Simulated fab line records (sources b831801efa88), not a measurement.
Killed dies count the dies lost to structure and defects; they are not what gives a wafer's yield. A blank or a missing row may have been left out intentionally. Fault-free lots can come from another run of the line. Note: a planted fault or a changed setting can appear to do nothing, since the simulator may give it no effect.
Split-lot trial + flow gf180mcu + 5 lots, 23 wafers read, on a route of 602 steps

## THE SPLIT
At GF_HV_LDD_COAT_14 (resist thk 1000 nm), the setting resistThkNm was moved away from the recipe's 1000 nm on 8 of the 23 wafers read, by -5.9% to +3.2%. For the rest of the wafers, this setting stayed at what the recipe calls for.

Reading taken at the split's own step.

## THE READING
NOVOLAK_of_HV_LDD_COAT_14.thkNm (the simulator's own value, which no gauge read), in nm, at GF_HV_LDD_COAT_14 (resist thk 1000 nm). There is no usual value for it anywhere in the file. Here, 15 wafers ran the recipe; their average is 998.3 nm with a standard deviation of 1.6 nm.

| wafer  | tool, chamber at the split | resistThkNm as run, nm | against the recipe | NOVOLAK_of_HV_LDD_COAT_14.thkNm, nm | against lot-mates on the recipe |
|--------|----------------------------|------------------------|--------------------|-------------------------------------|---------------------------------|
| L074.2 | lithoTrack-03, 0           | 940.6                  | -5.9%              | 943.2                               | -55.3                           |
| L074.3 | lithoTrack-03, 0           | 1000                   | recipe             | 997.2                               | -                               |
| L074.4 | lithoTrack-03, 0           | 1000                   | recipe             | 1000                                | -                               |
| L074.5 | lithoTrack-03, 0           | 940.6                  | -5.9%              | 941.4                               | -57.1                           |
| L074.6 | lithoTrack-03, 0           | 1000                   | recipe             | 998.2                               | -                               |
| L078.1 | lithoTrack-04, 0           | 1024                   | +2.4%              | 1023                                | +25.0                           |
| L078.2 | lithoTrack-04, 0           | 1000                   | recipe             | 997.6                               | -                               |
| L078.4 | lithoTrack-04, 0           | 1000                   | recipe             | 998.5                               | -                               |
| L078.5 | lithoTrack-04, 0           | 1024                   | +2.4%              | 1020                                | +22.0                           |
| L078.6 | lithoTrack-04, 0           | 1024                   | +2.4%              | 1024                                | +26.0                           |
| L082.2 | lithoTrack-04, 0           | 1000                   | recipe             | 994.8                               | -                               |
| L082.3 | lithoTrack-04, 0           | 1000                   | recipe             | 996.6                               | -                               |
| L082.4 | lithoTrack-04, 0           | 1000                   | recipe             | 998.7                               | -                               |
| L084.1 | lithoTrack-04, 0           | 1000                   | recipe             | 998.9                               | -                               |
| L084.2 | lithoTrack-04, 0           | 1000                   | recipe             | 1001                                | -                               |
| L084.4 | lithoTrack-04, 0           | 1000                   | recipe             | 1001                                | -                               |
| L084.3 | lithoTrack-04, 0           | 1000                   | recipe             | 998.3                               | -                               |
| L084.6 | lithoTrack-04, 0           | 1000                   | recipe             | 999.2                               | -                               |
| L085.1 | lithoTrack-04, 0           | 1000                   | recipe             | 996.4                               | -                               |
| L085.3 | lithoTrack-04, 0           | 1032                   | +3.2%              | 1032                                | +34.7                           |
| L085.4 | lithoTrack-04, 0           | 1032                   | +3.2%              | 1033                                | +35.7                           |
| L085.5 | lithoTrack-04, 0           | 1032                   | +3.2%              | 1029                                | +31.7                           |
| L085.6 | lithoTrack-04, 0           | 1000                   | recipe             | 998.2                               | -                               |

FIT RESULTS
A straight line over all 23 wafers: NOVOLAK_of_HV_LDD_COAT_14.thkNm changes by +9.72 nm for each +1% of resistThkNm; r = +1.00; the points scatter about the line by 1.8 nm.
The same after taking each lot's own level away (the mean of its wafers on the recipe; 23 wafers): +9.83 nm for each +1%; r = +1.00; scatter 1.7 nm.
The reading moves by 58 nm for the largest change in resistThkNm, on that fit.
The span of the lots' own levels, 996.70 to 999.68 nm, comes to 1.8 times the standard deviation stated above.
Consequently the slope shifts little with the lot-to-lot level, the two slopes agreeing.
Check: with one of the wafers moved furthest among these (-5.9%) left out of the fit, the line predicts -59.2 nm for it against its lot-mates. Against them it came out at -55.3 nm.

## OTHER SPLITS APPLIED TO THESE WAFERS
Other splits were also applied to these wafers ahead of the reading. Each is held against what the fit with the lots' levels taken away leaves over:
| other split on the same wafers        | wafers away from the commonest value | r with NOVOLAK_of_HV_LDD_COAT_14.thkNm (lot level and that fit taken away) |
|---------------------------------------|--------------------------------------|----------------------------------------------------------------------------|
| GF_STI_OXIDATION_01 tempC             | 18                                   | +0.08                                                                      |
| GF_STI_WET_ETCH_28 tempC              | 15                                   | +0.09                                                                      |
| GF_DNWELL_COAT_02 spinRpm             | 4                                    | +0.13                                                                      |
| GF_LVPWELL_IMPLANT_09 energyKev       | 6                                    | -0.26                                                                      |
| GF_MVPSD_SOFTBAKE_03 tempC            | 7                                    | +0.23                                                                      |
| GF_VT_IMPLANT_COAT_13 resistThkNm     | 11                                   | -0.14                                                                      |
| GF_VT_IMPLANT_DEVELOP_17 developTimeS | 9                                    | -0.31                                                                      |
| GF_DUAL_GATE_COAT_06 spinRpm          | 10                                   | -0.17                                                                      |
| GF_DUAL_GATE_WET_ETCH_12 tempC        | 15                                   | +0.13                                                                      |

## THE WHOLE CHAIN: every reading that the file lists as answering this split, in the file's order
| step               | what it does       | reading                                                                          | change (the file's fit)              | r (the file's) |
|--------------------|--------------------|----------------------------------------------------------------------------------|--------------------------------------|----------------|
| GF_HV_LDD_COAT_14  | resist thk 1000 nm | NOVOLAK_of_HV_LDD_COAT_14.thkNm (the simulator's own value, which no gauge read) | +9.76 nm for each +1% of the setting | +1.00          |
| GF_HV_LDD_STRIP_22 | strips in O2/N2    | stripTimeToEndpointS                                                             | withheld for each +1% of the setting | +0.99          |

## FILE'S OWN FIT
NOVOLAK_of_HV_LDD_COAT_14.thkNm changes by +9.76 nm for each +1% of resistThkNm, r = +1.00.
